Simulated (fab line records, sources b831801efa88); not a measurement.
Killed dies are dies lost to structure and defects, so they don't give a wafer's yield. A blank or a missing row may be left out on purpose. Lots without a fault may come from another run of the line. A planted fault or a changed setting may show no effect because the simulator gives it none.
Chamber matching | flow sfq_line | SFQ_TRILAYER_I4_CMP_CMP_100 on cmp-01: 4 sister chambers
The step polishes SiO2. 20 wafers are shown with their chamber, then 10 later ones without.

WAFERS WITH THEIR CHAMBER
wafer  | chamber | motor_current_A (A) | time_to_endpoint_s (s)
L136.1 | 1       | 10.6                | 213
L136.5 | 0       | 9.9                 | 234
L136.6 | 3       | 11.1                | 224
L137.2 | 1       | 10.7                | 194
L137.3 | 3       | 10.7                | 203
L137.4 | 0       | 9.7                 | 208
L138.1 | 3       | 11.0                | 216
L138.2 | 2       | 10.2                | 220
L138.5 | 0       | 9.7                 | 242
L139.4 | 2       | 10.4                | 213
L139.5 | 2       | 10.3                | 203
L139.6 | 3       | 11.0                | 224
L140.3 | 0       | 10.5                | 209
L140.4 | 2       | 10.6                | 202
L140.6 | 1       | 10.4                | 192
L141.2 | 3       | 11.2                | 214
L141.4 | 2       | 10.2                | 211
L141.1 | 1       | 10.5                | 192
L152.3 | 0       | 9.7                 | 217
L152.5 | 2       | 10.7                | 202

SIGNATURES (means of the wafers above)
reading            | chamber 0 | chamber 1 | chamber 2 | chamber 3 | scatter within a chamber
motor_current_A    | 9.900     | 10.550    | 10.400    | 11.000    | 0.236
time_to_endpoint_s | 222.00    | 197.75    | 208.50    | 216.20    | 10.7
Rule: a wafer's distance from a chamber is the root of the sum, over the readings, of the square of ((its reading less the chamber's mean) divided by the reading's scatter). The wafer belongs to the nearest chamber; if the next one is less than 2 further off, it can't be placed. The scatter: the root of (the sum of the squares of (reading less its chamber's mean) over the shown wafers, divided by (wafers less chambers)).

WAFERS WITHOUT THEIR CHAMBER
wafer  | motor_current_A (A) | time_to_endpoint_s (s)
L152.6 | 10.5                | 208
L154.2 | 9.3                 | 216
L154.3 | 10.7                | 210
L154.5 | 10.2                | 229
L157.4 | 11.2                | 227
L157.2 | 10.4                | 193
L157.6 | 9.9                 | 220
L158.1 | 9.8                 | 230
L158.3 | 10.7                | 200
L158.5 | 9.5                 | 234

WHICH CHAMBER EACH WENT THROUGH
wafer  | from the rows above          | in truth
L152.6 | can't be placed: 2 or 1 or 3 | 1
L154.2 | 0                            | 0
L154.3 | can't be placed: 2 or 1 or 3 | 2
L154.5 | can't be placed: 0 or 2 or 1 | 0
L157.4 | 3                            | 3
L157.2 | can't be placed: 1 or 2      | 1
L157.6 | 0                            | 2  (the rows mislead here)
L158.1 | 0                            | 0
L158.3 | can't be placed: 1 or 2 or 3 | 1
L158.5 | 0                            | 0
Placed correctly: 4 of 10. Can't be placed from these rows: 5 (the true chamber is among the candidates in 5). Placed wrongly: 1.
